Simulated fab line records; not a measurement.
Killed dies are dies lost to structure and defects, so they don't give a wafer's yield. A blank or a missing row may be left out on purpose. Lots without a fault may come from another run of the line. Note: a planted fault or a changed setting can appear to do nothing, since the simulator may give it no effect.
Which tool is to blame? + flow sky130 + 33 wafers from 11 lots sampled at 3 of the route's 708 steps

## WHAT EACH GAUGE READ, for each wafer
SKY_VIA3_RS_MEAS_22: uses a four-point probe to measure.
| lot  | measured     | on            | VIA3_W_RS (ohm/sq) |
|------|--------------|---------------|--------------------|
| L510 | day 40 08:06 | film-metro-04 | 0.288 0.296 0.296  |
| L512 | day 40 21:19 | film-metro-04 | 0.297 0.284 0.297  |
| L514 | day 41 06:59 | film-metro-03 | 0.293 0.294 0.288  |
| L515 | day 41 16:07 | film-metro-03 | 0.296 0.289 0.288  |
| L516 | day 41 21:55 | film-metro-04 | 0.293 0.294 0.297  |
| L517 | day 42 10:35 | film-metro-02 | 0.296 0.297 0.290  |
| L524 | day 44 06:52 | film-metro-02 | 0.296 0.257 0.263  |
| L526 | day 44 19:10 | film-metro-03 | 0.286 0.263 0.257  |
| L528 | day 45 04:19 | film-metro-02 | 0.293 0.292 0.298  |
| L529 | day 45 11:23 | film-metro-02 | 0.291 0.297 0.296  |
| L532 | day 46 09:15 | film-metro-03 | 0.294 0.291 0.295  |

## WHAT TOOL EACH LOT RAN ON (gives the tool, then ch and the chambers of the sampled wafers, and finally the start)
| lot  | SKY_VIA3_SPUTTER_20          | SKY_VIA3_CVD_21               |
|------|------------------------------|-------------------------------|
| L510 | pvd-sputter-02, day 40 07:53 | cvd-w-02 ch 0,1, day 40 07:59 |
| L512 | pvd-sputter-03, day 40 21:08 | cvd-w-02 ch 0,1, day 40 21:11 |
| L514 | pvd-sputter-03, day 41 06:47 | cvd-w-02 ch 0,1, day 41 06:51 |
| L515 | pvd-sputter-03, day 41 15:56 | cvd-w-02 ch 0,1, day 41 15:59 |
| L516 | pvd-sputter-04, day 41 21:44 | cvd-w-01 ch 0,1, day 41 21:47 |
| L517 | pvd-sputter-04, day 42 10:22 | cvd-w-02 ch 0,1, day 42 10:28 |
| L524 | pvd-sputter-02, day 44 06:37 | cvd-w-02 ch 0,1, day 44 06:44 |
| L526 | pvd-sputter-04, day 44 18:56 | cvd-w-02 ch 0,1, day 44 19:02 |
| L528 | pvd-sputter-04, day 45 04:07 | cvd-w-01 ch 0,1, day 45 04:11 |
| L529 | pvd-sputter-03, day 45 11:12 | cvd-w-01 ch 0,1, day 45 11:16 |
| L532 | pvd-sputter-04, day 46 09:02 | cvd-w-01 ch 0,1, day 46 09:07 |
- SKY_VIA3_SPUTTER_20: material TiN, target thk 20 nm, time 80 s.
- SKY_VIA3_CVD_21: deposits W, target thk 390 nm, time 117.31 s.

## THE ANSWER, worked out from the rows above alone
Rule: the usual values come from the lots themselves. Put in order of their means at a reading, lots are off if they are a third of the lots or fewer, leave a main group of 4 or more, and stand apart from it by a gap of 3 or more times the standard deviation of the main group's means; of several such gaps the widest counts. A main group is skipped when, at the precision printed for the reading in the tables above, its means are all equal. Also off: a lot with no number at a reading for which 4 or more lots have one. The other lots that the step has rows for count as sound.
Off: L524, L526, at SKY_VIA3_RS_MEAS_22 (VIA3_W_RS). The main group: mean 0.293 ohm/sq, standard deviation 0.0013.
A tool fits if, at a process step before that reading, it ran every lot that is off, and no sound lot after the first of them. Gauges at SKY_VIA3_RS_MEAS_22: tried the same way as those tools. One fits: cvd-w-02 at SKY_VIA3_CVD_21. A fault onset in the window from L517 (day 42 10:28, its last sound lot) to L524 (day 44 06:44, its first lot off) fits.

## WHAT THE SIMULATOR PUT IN
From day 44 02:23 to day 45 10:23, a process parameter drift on cvd-w-02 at SKY_VIA3_CVD_21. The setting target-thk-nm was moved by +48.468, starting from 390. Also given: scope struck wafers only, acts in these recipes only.
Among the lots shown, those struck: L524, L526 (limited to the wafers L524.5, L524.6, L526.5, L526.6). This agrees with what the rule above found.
